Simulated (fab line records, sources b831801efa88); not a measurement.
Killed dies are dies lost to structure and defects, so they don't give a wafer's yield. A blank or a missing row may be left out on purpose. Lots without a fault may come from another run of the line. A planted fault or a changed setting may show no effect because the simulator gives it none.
Which tool did it? | flow sky130 | 11 lots, 33 wafers sampled, at 5 steps of a route of 708

WHAT THE GAUGES READ, wafer by wafer
SKY_SONOS_TUNNEL_CD_MEAS_07: target cd 410 nm.
lot  | measured     | on        | cd_nm (nm)
L820 | day 11 07:49 | cd_sem-02 | 412.0 412.0 411.7
L821 | day 11 15:55 | cd_sem-02 | 415.9 414.7 413.0
L822 | day 12 00:16 | cd_sem-02 | 411.9 412.5 410.7
L823 | day 12 15:04 | cd_sem-02 | 411.7 411.6 410.7
L824 | day 13 09:48 | cd_sem-01 | 408.9 408.8 410.6
L826 | day 13 11:31 | cd_sem-01 | 408.7 409.0 411.0
L828 | day 13 22:45 | cd_sem-01 | 410.5 411.6 408.9
L833 | day 15 14:59 | cd_sem-02 | - - -
L837 | day 17 02:27 | cd_sem-01 | 407.6 407.0 405.2
L842 | day 18 11:22 | cd_sem-02 | 407.1 408.6 407.9
L843 | day 19 02:52 | cd_sem-01 | 410.1 412.1 407.9

SKY_SONOS_TUNNEL_TW_MEAS_12.
lot  | measured     | on            | SONOS_TUNNEL_TW
L820 | day 11 08:23 | film_metro-04 | 196.5 196.5 197.3
L821 | day 11 16:29 | film_metro-04 | 196.8 196.0 195.5
L822 | day 12 00:50 | film_metro-03 | 199.1 198.4 198.8
L823 | day 12 15:36 | film_metro-03 | 198.7 200.1 199.0
L824 | day 13 10:23 | film_metro-03 | 197.6 197.7 197.9
L826 | day 13 12:05 | film_metro-04 | 198.6 197.6 198.1
L828 | day 13 23:19 | film_metro-03 | 198.0 199.0 198.0
L833 | day 15 15:32 | film_metro-03 | 30.1 30.1 30.1 30.1 30.2 30.1
L837 | day 17 03:01 | film_metro-04 | 194.4 196.1 196.7
L842 | day 18 12:07 | film_metro-02 | 197.9 197.7 199.5
L843 | day 19 03:26 | film_metro-02 | 198.6 199.2 197.6

SKY_LI_CONTACT_RS_MEAS_22: measures by four-point-probe.
lot  | measured     | on            | LI_CONTACT_W_RS (ohm/sq)
L820 | day 29 03:26 | film_metro-04 | 0.275 0.284 0.281
L821 | day 29 04:59 | film_metro-04 | 0.283 0.276 0.283
L822 | day 29 08:28 | film_metro-04 | 0.278 0.280 0.278
L823 | day 30 07:18 | film_metro-01 | 0.278 0.289 0.292
L824 | day 30 23:43 | film_metro-04 | 0.284 0.293 0.291
L826 | day 33 14:52 | film_metro-03 | 0.282 0.291 0.286
L828 | day 33 13:56 | film_metro-01 | 0.284 0.280 0.281
L837 | day 34 11:47 | film_metro-01 | 0.285 0.283 0.281
L842 | day 37 03:11 | film_metro-01 | 0.282 0.279 0.277
L843 | day 37 03:31 | film_metro-03 | 0.282 0.288 0.280

WHICH TOOL RAN EACH LOT (tool, then ch and the chambers of the sampled wafers, then the start)
lot  | SKY_SONOS_TUNNEL_EXPOSE_04          | SKY_LI_CONTACT_STRIP_16
L820 | iline_stepper-01 ch 0, day 10 19:50 | plasma_asher-02 ch 0,1, day 29 02:52
L821 | iline_stepper-02 ch 0, day 11 04:29 | plasma_asher-01 ch 0,1, day 29 04:25
L822 | iline_stepper-02 ch 0, day 11 13:13 | plasma_asher-01 ch 0,1, day 29 07:47
L823 | iline_stepper-02 ch 0, day 12 03:14 | plasma_asher-04 ch 0,1, day 30 06:44
L824 | iline_stepper-01 ch 0, day 12 21:08 | plasma_asher-01 ch 0,1, day 30 23:09
L826 | iline_stepper-01 ch 0, day 12 22:34 | plasma_asher-01 ch 0,1, day 33 14:18
L828 | iline_stepper-02 ch 0, day 13 10:28 | plasma_asher-01 ch 0,1, day 33 13:22
L833 | iline_stepper-01 ch 0, day 15 01:14 | -
L837 | iline_stepper-01 ch 0, day 16 12:59 | plasma_asher-02 ch 0,1, day 34 11:13
L842 | iline_stepper-01 ch 0, day 17 21:23 | plasma_asher-02 ch 0,1, day 37 02:37
L843 | iline_stepper-01 ch 0, day 18 11:58 | plasma_asher-04 ch 0,1, day 37 02:57
- SKY_SONOS_TUNNEL_EXPOSE_04: exposes mask TUNM, target cd 410 nm.
- SKY_LI_CONTACT_STRIP_16: strips in O2/N2.

WHAT THE TOOLS THEMSELVES READ (means of the sampled wafers that have a number; where no wafer has one, the mark that the record gives instead)
SKY_LI_CONTACT_STRIP_16.
lot  | tool            | chamber_pressure_mTorr (mTorr) | drypump_motor_current_A (A) | oes_product_au (a.u.) | strip_time_to_endpoint_s (s)
L820 | plasma_asher-02 | 1501.1                         | 5.1                         | 0.380                 | 3.52
L821 | plasma_asher-01 | 1501.0                         | 5.2                         | 0.374                 | 3.45
L822 | plasma_asher-01 | 1498.7                         | 5.1                         | 0.373                 | 3.53
L823 | plasma_asher-04 | 1500.3                         | 6.1                         | 0.374                 | 3.48
L824 | plasma_asher-01 | 1499.3                         | 5.2                         | 0.371                 | 3.49
L826 | plasma_asher-01 | 1499.6                         | 5.2                         | 0.375                 | 3.52
L828 | plasma_asher-01 | 1499.9                         | 5.2                         | 0.379                 | 3.55
L837 | plasma_asher-02 | 1499.1                         | 5.3                         | 0.376                 | 3.55
L842 | plasma_asher-02 | 1500.5                         | 5.1                         | 0.379                 | 3.52
L843 | plasma_asher-04 | 1499.1                         | 6.1                         | 0.371                 | 3.48

THE ANSWER, worked out from the rows above alone
Rule: what is usual is taken from the lots themselves. Put in order of their means at a reading, lots are off if they are a third of the lots or fewer, leave a main group of 4 or more, and stand apart from it by a gap of 3 or more times the standard deviation of the main group's means; of several such gaps the widest counts. A main group whose means are all the same, to the digits that the tables above print for the reading, isn't used. A lot without any number at a reading at which 4 lots or more have one is off too. The other lots that the step has rows for count as sound. The gauges are gone through in route order, then the tools' own readings, and for those a lot's mean is taken as printed above. The first step at which some lot is off is used, and at that step the reading that is off furthest; a lot without a number counts as furthest.
Off: L833, at SKY_SONOS_TUNNEL_CD_MEAS_07 (cd_nm). Without a number there: L833. The main group: mean 410.3 nm, standard deviation 2.1.
A tool fits if, at a process step before that reading, it ran every lot that is off, and no sound lot after the first of them. The gauges at SKY_SONOS_TUNNEL_CD_MEAS_07 aren't tried: what is off there is off at SKY_SONOS_TUNNEL_TW_MEAS_12 too, on other tools, and a gauge's error can't cause that. None of those tried fits.

WHAT THE SIMULATOR HAD PUT IN
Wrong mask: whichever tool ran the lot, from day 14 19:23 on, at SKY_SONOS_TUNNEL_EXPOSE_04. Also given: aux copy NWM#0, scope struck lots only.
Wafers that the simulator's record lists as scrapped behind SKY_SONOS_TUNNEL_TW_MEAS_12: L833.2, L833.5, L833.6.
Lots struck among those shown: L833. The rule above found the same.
